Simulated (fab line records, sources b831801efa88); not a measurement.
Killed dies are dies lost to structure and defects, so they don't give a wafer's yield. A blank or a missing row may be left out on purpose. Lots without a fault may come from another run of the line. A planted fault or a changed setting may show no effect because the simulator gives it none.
A struck lot beside a sound one | flow sky130 | 15 steps out of a route of 708
Sound: wafers L339.1, L339.4, L339.5. Struck: wafers L345.1, L345.3, L345.6. The cause comes at the end.
At each step with rows: each side's tool, then ch and its chambers, then its first start. Under that, the readings that differ: sound wafers | struck wafers | difference of the means | sigmas: that difference in standard deviations of wafers without a fault.
alike: readings whose means differ by less than 2 such deviations, and words and numbers that are the same on both sides. not compared: withheld readings, readings that some wafer has no value for, bounds like >300 that may hide the same value, and numbers for which the record gives no deviation and whose values overlap.
The two part at a step that has a row with sigmas, a row that says differs or no value, or rows on one side only. Numbers that don't overlap but have no deviation are shown without sigmas and don't part them. A reading that every wafer of one side lacks parts them only if that side has two wafers or more.

first, 7 steps without rows for these wafers: SKY_CONTACT_HMDS_07 (prime time 60 s); SKY_CONTACT_COAT_08 (resist thk 60 nm); SKY_CONTACT_COAT_09 (resist thk 450 nm); SKY_CONTACT_SOFTBAKE_10 (time 90 s); SKY_CONTACT_EXPOSE_11 (exposes mask CTM1, target cd 170 nm); SKY_CONTACT_PEB_12; SKY_CONTACT_DEVELOP_13 (develop time 60 s).
SKY_CONTACT_CD_MEAS_14: target cd 170 nm.
  sound on cd_sem-02, day 35 16:42; struck on cd_sem-01, day 37 20:39
  alike: cd_nm
SKY_CONTACT_OVL_MEAS_15:
  sound on overlay-02, day 35 16:49; struck on overlay-02, day 37 20:46
  alike: CONTACT_OVL
SKY_CONTACT_ETCH_16: etches BARC in N2/H2, stops on SiO2, time 45.9 s, target depth 60 nm.
  sound on rie_diel-01 ch 1,3, day 35 16:52; struck on rie_diel-02 ch 0,2,3, day 37 20:49
  alike: drypump_motor_current_A, oes_product_au, throttle_valve_pct
  not compared: rf_hours_counter_h
SKY_CONTACT_ETCH_17: etches SiO2 in C4F8/O2/Ar, stops on Si3N4, target depth 340 nm.
  sound on rie_diel-01 ch 1,3, day 35 16:54; struck on rie_diel-02 ch 0,2,3, day 37 20:51
  alike: oes_product_au
SKY_CONTACT_ETCH_18: etches Si3N4 in CHF3/O2, stops on TiN, time 39 s, target depth 75 nm.
  sound on rie_diel-01 ch 1,3; struck on rie_diel-02 ch 0,2,3
  alike: drypump_motor_current_A, oes_product_au, throttle_valve_pct
  not compared: rf_hours_counter_h
SKY_CONTACT_STRIP_19: strips in O2/N2.
  sound on plasma_asher-02 ch 0,1, day 35 16:59; struck on plasma_asher-02 ch 0,1, day 37 20:56
  no value came back on the struck wafers for chamber_pressure_mTorr (mTorr), drypump_motor_current_A (A), oes_product_au (a.u.), strip_time_to_endpoint_s (s); on the sound wafers chamber_pressure_mTorr (mTorr) reads 1500.2 1501.6 1501.0
  reading                                        | sound | struck            | difference | sigmas
  model.KrF-thick_of_CONTACT_COAT_09.thk_nm (nm) | 0 0 0 | 244.2 245.2 241.7 | +243.7     |
  not compared: rf_hours_counter_h
then, 1 step without rows for these wafers: SKY_CONTACT_STRIP_20 (strips in post etch residue remover, time 1200 s).
-- the record jumps here: 13 days lie between the struck wafers' starts before and after (it left off in module CONTACT and takes up again in module PAD_OPEN, whose first step shown is number 708 of the route) --
SKY_PAD_OPEN_PROBE_99:
  the record has rows for the struck wafers here (prober-02, day 50 16:25) and none for the sound ones

WHERE THEY PART
First at SKY_CONTACT_STRIP_19; last, within this record, at SKY_PAD_OPEN_PROBE_99.

WHY: what the simulator had put in
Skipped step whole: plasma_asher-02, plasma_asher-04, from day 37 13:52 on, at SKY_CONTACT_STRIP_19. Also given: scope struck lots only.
